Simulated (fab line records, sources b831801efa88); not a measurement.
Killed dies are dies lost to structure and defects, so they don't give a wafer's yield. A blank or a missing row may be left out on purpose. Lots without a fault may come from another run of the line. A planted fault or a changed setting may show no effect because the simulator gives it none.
One fault seen from 2 desks | flow gf180mcu | each desk has only its own numbers; what lay behind them comes last

THE TOOL OWNER'S DESK: pvd_sputter-04
The tool's own readings at GF_V2_SPUTTER_21 (material Ti, target thk 15 nm, time 80.02 s): means of the sampled wafers that have a number, for each lot that ran on this tool. A lot is out of limits, marked OUT, if its mean lies more than 4 standard deviations from the usual mean; the brackets give that distance.
Columns: A = cathode_dc_power_W at GF_V2_SPUTTER_21, usual 2500.0 W; B = chamber_pressure_pa at GF_V2_SPUTTER_21, usual 5.000 Pa; C = throttle_valve_pct at GF_V2_SPUTTER_21, usual 30.1 %
lot  | first seen here | A      | B               | C
L350 | day 21 15:51    | 2499.9 | 4.994           | 30.2
L357 | day 24 00:11    | 2499.7 | 5.007           | 29.3
L358 | day 24 19:31    | 2499.9 | 4.994           | 29.5
L359 | day 25 01:04    | 2500.3 | 4.869 (-14) OUT | 29.9
L361 | day 26 00:02    | 2500.0 | 4.883 (-12) OUT | 29.4
L369 | day 28 05:44    | 2500.1 | 4.992           | 29.2
This desk's finding: out of limits on L359, L361; first on L359, day 25 01:04 (chamber_pressure_pa at GF_V2_SPUTTER_21). In limits: L350, L357, L358, L369.

THE METROLOGY DESK
What the gauges read, lot by lot, whatever tool the lot ran on: means of the sampled wafers that have a number. A lot is out of limits, marked OUT, if its mean lies more than 4 standard deviations from the usual mean; the brackets give that distance.
Columns: A = M3_OVL at GF_M3_OVL_MEAS_15, usual 0 nm
lot  | first seen here | A
L347 | day 21 04:03    | -3
L350 | day 22 16:50    | 3
L351 | day 22 23:29    | 6
L352 | day 23 12:41    | -4
L353 | day 23 20:28    | -5
L355 | day 24 09:20    | -2
L357 | day 24 23:16    | -1
L358 | day 25 18:33    | 3
L359 | day 26 00:05    | -2
L360 | day 26 03:43    | -2
L361 | day 26 21:47    | -4
L369 | day 29 04:02    | -1
This desk's finding: nothing out of limits on any of the 12 lots.

PUT TOGETHER
The tool owner's desk could have raised an alarm at day 25 01:04, on L359, L361.
The metrology desk saw nothing out of limits.
The metrology desk has L359, L361 on record, within its limits.
Of the lots named, all ran GF_V2_SPUTTER_21 on pvd_sputter-04.

WHAT THE SIMULATOR HAD PUT IN
Process parameter drift: pvd_sputter-04, from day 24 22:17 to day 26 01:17, at GF_V2_SPUTTER_21. Setting chamber_pressure_pa, moved by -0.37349, from 5. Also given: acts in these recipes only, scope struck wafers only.
Lots struck among those shown: L359, L361.
Hours from the fault's start to each desk's first reading out of limits: the tool owner's desk, 3.
